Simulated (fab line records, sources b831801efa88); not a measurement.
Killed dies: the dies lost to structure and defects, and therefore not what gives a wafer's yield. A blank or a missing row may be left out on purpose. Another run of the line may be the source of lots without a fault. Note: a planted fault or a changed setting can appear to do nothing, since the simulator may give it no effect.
Which tool is to blame? | flow gf180mcu | Sampling: 12 lots, 36 wafers, 2 of 602 route steps

## WHAT THE GAUGES READ, wafer by wafer
GF_M4_CD_MEAS_14: the cd target is 280 nm. Usual: cd_nm 280.3 nm, standard deviation 1.
lot  | measured     | on        | cd_nm (nm)        | flag
L487 | day 24 00:15 | cd_sem-01 | 281.1 282.0 282.7 |
L490 | day 25 00:13 | cd_sem-02 | 281.7 279.1 279.7 |
L494 | day 26 07:18 | cd_sem-02 | 279.9 280.0 280.6 |
L495 | day 26 08:54 | cd_sem-02 | 280.2 280.4 280.3 |
L497 | day 27 01:08 | cd_sem-02 | 281.1 278.9 280.0 |
L498 | day 27 14:14 | cd_sem-02 | 279.3 279.6 278.6 |
L499 | day 27 17:52 | cd_sem-02 | 281.4 280.6 280.4 |
L500 | day 28 03:01 | cd_sem-01 | 281.2 280.7 280.0 |
L501 | day 28 08:59 | cd_sem-01 | 279.6 279.4 281.5 |
L502 | day 28 11:44 | cd_sem-02 | 280.1 280.3 280.8 |
L505 | day 29 11:10 | cd_sem-01 | 281.5 280.8 280.7 |
L509 | day 30 13:14 | cd_sem-02 | 281.5 281.5 280.5 |

## WHAT TOOL EACH LOT RAN ON (gives the tool, then ch and the chambers of the sampled wafers, and finally the start)
lot  | GF_V3_SPUTTER_21
L487 | pvd_sputter-02, day 23 01:25
L490 | pvd_sputter-04, day 24 01:19
L494 | pvd_sputter-01, day 25 08:36
L495 | pvd_sputter-01, day 25 11:28
L497 | pvd_sputter-02, day 26 03:06
L498 | pvd_sputter-04, day 26 16:39
L499 | pvd_sputter-04, day 26 20:53
L500 | pvd_sputter-02, day 27 06:02
L501 | pvd_sputter-01, day 27 11:47
L502 | pvd_sputter-04, day 27 15:26
L505 | pvd_sputter-01, day 28 14:19
L509 | pvd_sputter-02, day 29 18:16
- GF_V3_SPUTTER_21: material Ti, target thk 15 nm, time 80.02 s.

## WHAT THE TOOLS THEMSELVES READ (means of the sampled wafers that have a number; where no wafer has one, the mark that the record gives instead)
GF_V3_SPUTTER_21. Usual: throttle_valve_pct 29.7 %, standard deviation 0.84.
lot  | tool           | throttle_valve_pct (%) | flag
L487 | pvd_sputter-02 | 29.9                   |
L490 | pvd_sputter-04 | 30.0                   |
L494 | pvd_sputter-01 | 29.5                   |
L495 | pvd_sputter-01 | 29.8                   |
L497 | pvd_sputter-02 | 29.8                   |
L498 | pvd_sputter-04 | 30.1                   |
L499 | pvd_sputter-04 | 30.1                   |
L500 | pvd_sputter-02 | 29.3                   |
L501 | pvd_sputter-01 | 30.0                   |
L502 | pvd_sputter-04 | 29.7                   |
L505 | pvd_sputter-01 | 29.8                   |
L509 | pvd_sputter-02 | 28.4                   |

## THE ANSWER, worked out from the rows above alone
Rule: take the mean of a lot's wafers that have a number; if it is more than 3 standard deviations from the usual mean, the lot is off. A lot without any number at a reading at which 4 lots or more have one is off too. The other lots that the step has rows for count as sound. The gauges are gone through in route order, then the tools' own readings, and for those a lot's mean is taken as printed above. The first step at which some lot is off is used, and at that step the reading that is off furthest; a lot without a number counts as furthest.
No lot is off at any reading shown: from this, nothing can be told.

## WHAT THE SIMULATOR PUT IN
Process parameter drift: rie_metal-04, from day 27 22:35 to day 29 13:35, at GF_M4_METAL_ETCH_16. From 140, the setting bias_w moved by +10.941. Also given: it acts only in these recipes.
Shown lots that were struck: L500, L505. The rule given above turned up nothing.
